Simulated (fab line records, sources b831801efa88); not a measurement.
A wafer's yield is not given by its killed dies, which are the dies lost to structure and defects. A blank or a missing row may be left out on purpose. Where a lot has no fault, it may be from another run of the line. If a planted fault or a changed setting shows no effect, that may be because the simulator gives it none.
The tool behind it: which one?	flow sky130	24 lots, 72 wafers sampled, at 5 steps of a route of 708

== WHAT THE GAUGES READ, wafer by wafer ==
SKY_LOCAL_INTERCONNECT_RS_MEAS_01: a four-point-probe measurement.
lot	measured	on	LOCAL_INTERCONNECT_TIN_RS (ohm/sq)
L074	day 28 16:39	filmMetro-01	14.90 14.95 15.04
L075	day 28 19:40	filmMetro-04	14.63 14.48 14.59
L076	day 29 23:08	filmMetro-02	14.90 14.75 14.68
L077	day 30 14:00	filmMetro-01	14.43 14.69 14.49
L078	day 31 21:49	filmMetro-04	14.79 14.64 14.88
L079	day 31 23:58	filmMetro-04	14.83 14.65 14.77
L080	day 32 10:11	filmMetro-01	14.55 14.64 14.53
L082	day 32 14:50	filmMetro-01	14.63 14.59 14.66
L081	day 32 16:18	filmMetro-01	14.52 14.88 14.66
L083	day 32 19:25	filmMetro-02	14.65 14.81 14.72
L084	day 32 20:11	filmMetro-04	14.81 14.69 14.87
L085	day 32 20:40	filmMetro-01	14.94 14.99 14.82
L087	day 33 22:40	filmMetro-01	14.44 14.40 14.41
L086	day 34 00:52	filmMetro-04	14.48 14.58 14.82
L090	day 34 23:47	filmMetro-01	14.48 14.47 14.48
L088	day 35 02:09	filmMetro-02	14.51 14.56 14.62
L089	day 35 02:29	filmMetro-04	14.40 14.68 14.65
L092	day 35 11:47	filmMetro-04	14.40 14.58 14.60
L091	day 35 13:20	filmMetro-04	14.88 14.58 14.68
L093	day 35 22:15	filmMetro-04	14.88 15.11 15.19
L094	day 35 22:44	filmMetro-04	14.62 14.66 14.66
L096	day 36 08:06	filmMetro-04	14.67 14.44 14.74
L095	day 36 12:25	filmMetro-02	14.73 14.67 14.71
L097	day 36 16:20	filmMetro-04	14.54 14.68 14.29

SKY_VIA1_BOW_MEAS_03.
lot	measured	on	VIA1_BOW (um)
L074	day 32 09:04	filmMetro-01	74 89 82
L075	day 32 11:12	filmMetro-02	85 70 71
L076	day 33 12:28	filmMetro-01	81 77 94
L077	day 34 02:46	filmMetro-02	67 68 79
L078	day 35 11:48	filmMetro-03	65 76 86
L079	day 35 12:43	filmMetro-02	81 101 86
L080	day 35 21:06	filmMetro-02	74 74 80
L082	day 36 03:58	filmMetro-02	83 70 93
L081	day 36 06:22	filmMetro-01	80 82 80
L083	day 36 07:08	filmMetro-01	81 80 81
L084	day 36 08:20	filmMetro-02	85 85 73
L085	day 36 09:05	filmMetro-02	75 83 75
L087	day 37 10:48	filmMetro-03	88 73 82
L086	day 37 13:33	filmMetro-02	75 82 91
L090	day 38 09:51	filmMetro-01	78 89 82
L088	day 38 12:19	filmMetro-03	81 92 79
L089	day 38 13:14	filmMetro-03	91 96 81
L092	day 38 23:53	filmMetro-02	94 83 84
L091	day 39 00:21	filmMetro-01	73 76 80
L093	day 39 06:49	filmMetro-01	74 87 80
L094	day 39 09:18	filmMetro-03	89 76 79
L096	day 39 17:43	filmMetro-02	70 81 63
L095	day 39 21:55	filmMetro-01	71 77 79
L097	day 40 01:32	filmMetro-03	68 76 77

SKY_VIA1_CD_MEAS_12: target cd 150 nm.
lot	measured	on	cdNm (nm)
L074	day 33 11:08	cdSem-02	150.9 150.0 149.0
L075	day 33 13:18	cdSem-01	151.9 152.3 152.2
L076	day 34 15:17	cdSem-02	149.1 147.4 147.5
L077	day 35 05:18	cdSem-02	149.0 149.6 150.7
L078	day 36 14:17	cdSem-02	148.1 148.3 145.7
L079	day 36 15:17	cdSem-01	151.5 153.0 153.3
L080	day 36 23:05	cdSem-01	150.8 151.6 150.9
L082	day 37 07:01	cdSem-01	154.3 153.3 153.8
L081	day 37 08:31	cdSem-01	152.3 151.8 154.0
L083	day 37 08:50	cdSem-02	150.3 149.6 149.2
L084	day 37 10:20	cdSem-02	149.6 149.4 151.4
L085	day 37 11:29	cdSem-02	149.6 150.3 148.6
L087	day 38 12:31	cdSem-02	150.6 152.1 152.3
L086	day 38 15:44	cdSem-01	148.5 149.5 149.3
L090	day 39 10:50	cdSem-01	155.5 153.9 153.9
L088	day 39 13:12	cdSem-02	149.3 150.8 148.3
L089	day 39 14:20	cdSem-01	148.8 149.4 149.2
L092	day 40 00:25	cdSem-01	151.5 148.5 149.1
L091	day 40 00:45	cdSem-02	150.3 151.2 151.1
L093	day 40 06:46	cdSem-02	147.7 148.5 148.6
L094	day 40 09:15	cdSem-01	151.5 150.5 152.0
L096	day 40 17:19	cdSem-02	149.2 151.3 150.4
L095	day 40 22:35	cdSem-02	148.2 147.4 147.5
L097	day 41 01:42	cdSem-01	146.7 147.7 145.7

== EACH LOT AND THE TOOL THAT RAN IT (in order: tool; ch and the chambers of the sampled wafers; start) ==
lot	SKY_CONTACT_CMP_04	SKY_METAL1_SPUTTER_04
L074	cmp-02 ch 0,2,3, day 29 22:29	pvdSputter-02, day 31 04:28
L075	cmp-02 ch 0,1, day 30 00:53	pvdSputter-01, day 31 06:00
L076	cmp-01 ch 0,1, day 31 04:23	pvdSputter-04, day 32 08:52
L077	cmp-02 ch 1,2,3, day 31 18:02	pvdSputter-02, day 32 22:47
L078	cmp-01 ch 0,1, day 33 02:38	pvdSputter-04, day 34 07:33
L079	cmp-02 ch 1,2,3, day 33 04:29	pvdSputter-02, day 34 09:01
L080	cmp-01 ch 0,2,3, day 33 13:14	pvdSputter-02, day 34 17:25
L082	cmp-01 ch 1,2,3, day 33 19:02	pvdSputter-01, day 34 23:56
L081	cmp-01 ch 0,2, day 33 20:56	pvdSputter-04, day 35 02:23
L083	cmp-02 ch 1,2, day 33 23:05	pvdSputter-02, day 35 03:48
L084	cmp-01 ch 0,2,3, day 33 23:26	pvdSputter-01, day 35 04:25
L085	cmp-02 ch 2,3, day 34 00:11	pvdSputter-04, day 35 04:43
L087	cmp-01 ch 0,1,3, day 35 02:35	pvdSputter-04, day 36 07:03
L086	cmp-01 ch 0,1,2, day 35 05:02	pvdSputter-02, day 36 09:43
L090	cmp-02 ch 0,1,2, day 36 03:11	pvdSputter-04, day 37 06:34
L088	cmp-02 ch 1,2, day 36 05:26	pvdSputter-01, day 37 09:34
L089	cmp-02 ch 2,3, day 36 05:44	pvdSputter-04, day 37 09:37
L092	cmp-01 ch 0,2,3, day 36 16:05	pvdSputter-01, day 37 20:34
L091	cmp-02 ch 0,1, day 36 17:08	pvdSputter-04, day 37 21:46
L093	cmp-01 ch 0,1, day 37 00:50	pvdSputter-01, day 38 04:28
L094	cmp-02 ch 1,2,3, day 37 01:49	pvdSputter-02, day 38 06:22
L096	cmp-02 ch 0,1,3, day 37 11:14	pvdSputter-02, day 38 15:03
L095	cmp-02 ch 0,2,3, day 37 16:17	pvdSputter-04, day 38 19:55
L097	cmp-02 ch 0,3, day 37 20:31	pvdSputter-02, day 38 23:34
- SKY_CONTACT_CMP_04: polishes SiO2.
- SKY_METAL1_SPUTTER_04: material TiN, target thk 70 nm, time 58.3 s.

== AS READ BY THE TOOLS THEMSELVES (means over the sampled wafers that have a number; for cases with no such wafer, the mark the record gives instead) ==
SKY_CONTACT_CMP_04.
lot	tool	edgeZonePressureFrac	motorCurrentA (A)	slurryFilterDpKPa (kPa)	timeToEndpointS (s)
L074	cmp-02	1.001	11.8	13.59	84
L075	cmp-02	1.007	11.0	13.51	76
L076	cmp-01	1.000	10.7	13.43	77
L077	cmp-02	1.004	11.5	13.59	80
L078	cmp-01	1.000	10.6	13.33	74
L079	cmp-02	1.001	11.8	13.54	87
L080	cmp-01	0.999	12.9	13.43	82
L082	cmp-01	1.001	12.6	13.45	73
L081	cmp-01	1.001	11.8	13.58	78
L083	cmp-02	0.998	11.0	13.33	86
L084	cmp-01	1.001	12.7	13.48	79
L085	cmp-02	1.005	11.6	13.52	91
L087	cmp-01	0.998	11.6	13.38	78
L086	cmp-01	0.999	12.5	13.55	76
L090	cmp-02	1.001	11.0	13.39	84
L088	cmp-02	0.999	11.1	13.41	86
L089	cmp-02	1.000	11.6	13.49	86
L092	cmp-01	1.002	13.0	13.53	83
L091	cmp-02	0.998	10.8	13.49	82
L093	cmp-01	0.995	10.8	13.57	79
L094	cmp-02	0.999	11.7	13.46	89
L096	cmp-02	1.002	11.7	13.47	81
L095	cmp-02	0.999	11.8	13.53	84
L097	cmp-02	1.001	12.3	13.44	86

SKY_METAL1_SPUTTER_04.
lot	tool	throttleValvePct (%)
L074	pvdSputter-02	30.1
L075	pvdSputter-01	30.3
L076	pvdSputter-04	30.5
L077	pvdSputter-02	30.4
L078	pvdSputter-04	30.1
L079	pvdSputter-02	29.2
L080	pvdSputter-02	30.0
L082	pvdSputter-01	28.7
L081	pvdSputter-04	30.0
L083	pvdSputter-02	29.4
L084	pvdSputter-01	30.2
L085	pvdSputter-04	30.0
L087	pvdSputter-04	29.9
L086	pvdSputter-02	29.9
L090	pvdSputter-04	30.5
L088	pvdSputter-01	29.0
L089	pvdSputter-04	30.6
L092	pvdSputter-01	30.1
L091	pvdSputter-04	30.5
L093	pvdSputter-01	30.3
L094	pvdSputter-02	30.1
L096	pvdSputter-02	28.9
L095	pvdSputter-04	30.6
L097	pvdSputter-02	30.4

== THE ANSWER, worked out from the rows above alone ==
Rule: usual is defined by the lots themselves. The widest of any qualifying gaps counts: lots, ordered by their means at a reading, are off when they make up no more than a third of the lots, leave a main group of 4 or more, and stand apart from it by 3 or more times the standard deviation of that group's means. A main group is skipped when, at the precision printed for the reading in the tables above, its means are all equal. Also off: a lot with no number at a reading for which 4 or more lots have one. Where the step has rows for the other lots, those lots are counted as sound. First the gauges in route order, then the tools' own readings, where a lot's mean is used as printed above. The first step at which some lot is off is used, and at that step the reading that is off furthest; a lot without a number counts as furthest.
No lot is off on any of the readings shown, so nothing can be concluded from this.

== WHAT WAS PUT IN BY THE SIMULATOR ==
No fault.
